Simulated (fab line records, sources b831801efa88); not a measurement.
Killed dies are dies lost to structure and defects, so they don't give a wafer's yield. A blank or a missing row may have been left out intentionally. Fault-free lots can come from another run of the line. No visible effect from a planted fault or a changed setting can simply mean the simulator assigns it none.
Comparing a struck lot with a sound one | flow sky130 | 38 out of 708 route steps
Sound: these wafers, L919.3, L919.4, L919.6. Wafers L932.1, L932.2, L932.6 were the ones struck. The cause is named last.
Order at every step that has rows: each side's tool, ch and its chambers, its first start. Under that, the readings that differ: sound wafers | struck wafers | difference of the means | sigmas: that difference in standard deviations of wafers without a fault.
alike: same words and numbers on both sides, and readings whose means sit less than 2 such deviations apart. not compared: any withheld reading, any reading some wafer has no value for, any bound like >300 that may hide the same value, and any number with overlapping values for which the record gives no deviation.
The two part at a step that has a row with sigmas, a row that says differs or no value, or rows on one side only. Non-overlapping numbers with no deviation appear without sigmas and do not part them. Lack of a reading on every wafer of one side parts them only where that side has two or more wafers.

first, 9 steps without rows for these wafers: SKY_VIA3_SPUTTER_20 (material TiN, target thk 20 nm, time 80 s); SKY_VIA3_CVD_21 (deposits W, target thk 390 nm, time 117.31 s); SKY_VIA3_CMP_24 (polishes, stops on SiO2, t overpolish 20 s, target thk 0 nm); SKY_METAL4_SPUTTER_00 (material Ti, target thk 15 nm, time 10 s); SKY_METAL4_SPUTTER_01 (material TiN, target thk 20 nm, time 16.7 s); SKY_METAL4_SPUTTER_02 (material AlCu, target thk 735 nm, time 39.1 s); SKY_METAL4_SPUTTER_03 (material Ti, target thk 5 nm, time 3.3 s); SKY_METAL4_SPUTTER_04 (material TiN, target thk 70 nm, time 58.3 s); SKY_CAP2M_CVD_00 (deposits SiO2, target thk 15.5 nm).
SKY_CAP2M_SPUTTER_02: material TiN, target thk 200 nm, time 166.7 s.
  struck on pvd-sputter-03, day 45 23:26; sound on pvd-sputter-02, day 42 17:11
  reading                                   | sound                | struck               | difference | sigmas
  cathode-dc-power-W (W)                    | 6500.4 6500.4 6500.9 | 5113.7 5113.6 5111.6 | -1387.6    | -99 or more
  model.TiN_of_CAP2M_SPUTTER_02.thk-nm (nm) | 197.3 200.1 199.3    | 159.8 160.6 156.7    | -39.9      |
  alike: throttle-valve-pct
SKY_CAP2M_RS_MEAS_03: a four-point-probe measurement.
  struck on film-metro-02, day 45 23:32; sound on film-metro-01, day 42 17:20
  reading               | sound          | struck         | difference | sigmas
  CAP2M_TIN_RS (ohm/sq) | 7.02 6.93 6.93 | 8.70 8.64 8.88 | +1.78      | +22
SKY_CAP2M_THK_MEAS_04: measures by xrf.
  struck on film-metro-02, day 45 23:40; sound on film-metro-01, day 42 17:26
  reading            | sound             | struck            | difference | sigmas
  CAP2M_TIN_THK (nm) | 200.1 202.7 201.4 | 161.6 162.5 158.6 | -40.5      | -16
then, 7 steps without rows for these wafers: SKY_CAP2M_DEHYDRATE_05 (time 60 s); SKY_CAP2M_HMDS_06 (prime time 60 s); SKY_CAP2M_COAT_07 (resist thk 1140 nm); SKY_CAP2M_SOFTBAKE_08 (time 60 s); SKY_CAP2M_EXPOSE_09 (exposes mask CAP2M, target cd 1000 nm); SKY_CAP2M_PEB_10; SKY_CAP2M_DEVELOP_11 (develop time 60 s).
SKY_CAP2M_METAL_ETCH_13: etches TiN in Cl2/BCl3, stops on SiO2, target depth 220 nm, time 62.9 s.
  sound on rie-metal-04 ch 0,1, day 43 16:03; struck on rie-metal-04 ch 0,1, day 46 20:19
  reading                | sound                | struck               | difference | sigmas
  oes-product-au (a.u.)  | 0.932 0.941 0.942    | 0.823 0.835 0.818    | -0.113     | -14
  throttle-valve-pct (%) | 21.901 21.903 21.895 | 21.974 21.988 21.981 | +0.081     | +9
  alike: chamber-pressure-mTorr, drypump-motor-current-A, he-backside-leak-sccm
  not compared: rf-hours-counter-h
then, 16 steps without rows for these wafers: SKY_CAP2M_STRIP_14 (strips in O2/N2); SKY_CAP2M_STRIP_15 (strips in post etch residue remover, time 1200 s); SKY_CAP2M_CLEAN_16 (cleans in IPA, time 180 s); SKY_CAP2M_CLEAN_17 (cleans in O3/DIW); SKY_METAL4_DEHYDRATE_05 (time 60 s); SKY_METAL4_HMDS_06 (prime time 60 s); SKY_METAL4_COAT_07 (resist thk 60 nm); SKY_METAL4_COAT_08 (resist thk 1140 nm); SKY_METAL4_SOFTBAKE_09 (time 90 s); SKY_METAL4_EXPOSE_10 (exposes mask MM4, target cd 300 nm); SKY_METAL4_PEB_11; SKY_METAL4_DEVELOP_12 (develop time 60 s); SKY_METAL4_DESCUM_15 (chemistry O2, time 8 s); SKY_METAL4_ETCH_16 (etches BARC in N2/H2, stops on SiO2, time 88.2 s, target depth 60 nm); SKY_METAL4_ETCH_17 (etches SiO2 in C4F8/O2/Ar, stops on TiN, time 3.9 s, target depth 15 nm); SKY_METAL4_METAL_ETCH_18 (etches the open film in Cl2/BCl3, stops on SiO2, target depth 845 nm, time 183.1 s).
SKY_METAL4_STRIP_20: strips in post etch residue remover, time 1200 s.
  sound on wet-bench-02 ch 0, day 44 16:36; struck on wet-bench-02 ch 2, day 47 18:49
  reading                                   | sound             | struck            | difference | sigmas
  model.TiN_of_CAP2M_SPUTTER_02.thk-nm (nm) | 196.4 199.3 198.4 | 158.9 159.8 155.8 | -39.9      |
  alike: temp-c
-- the record jumps here: 3 days lie between the struck wafers' starts before and after (it left off in module METAL4 and takes up again in module PAD_OPEN, whose first step shown is number 708 of the route) --
SKY_PAD_OPEN_PROBE_99:
  struck on prober-01, day 50 21:34; sound on prober-01, day 48 09:23
  reading                               | sound                | struck              | difference | sigmas
  model.etest.cap-mim2.plate-ohm-sq     | 6.064 5.963 6        | 7.569 7.454 7.717   | +1.571     |
  model.etest.cap-mim2.bv-v (V)         | 13.29 13.59 13.88    | 12.89 12.63 12.62   | -0.87      |
  model.etest.cap-mim2.leak-log10-a-cm2 | -8.873 -8.807 -8.983 | -8.37 -8.429 -8.391 | +0.49      |
  alike: defect-limited-yield, killed_at_M0_to_M3, killed_at_M4_up, killed-at-contacts, killed-at-front-end, killed-at-other, killed-dies, killed-open, killed-short, sort_bin_3_pad_short, sort_bin_5_function, sort_bin_6_memory, sort-n-pass, sort-yield-pct

## WHERE THEY PART
At SKY_CAP2M_SPUTTER_02 first; at SKY_CAP2M_METAL_ETCH_13 last (within this record only). Later steps at which nothing parts them and some readings are alike: SKY_METAL4_STRIP_20, SKY_PAD_OPEN_PROBE_99.

WHY: what had been put in by the simulator
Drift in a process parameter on pvd-sputter-03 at SKY_CAP2M_SPUTTER_02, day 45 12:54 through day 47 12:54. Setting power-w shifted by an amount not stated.
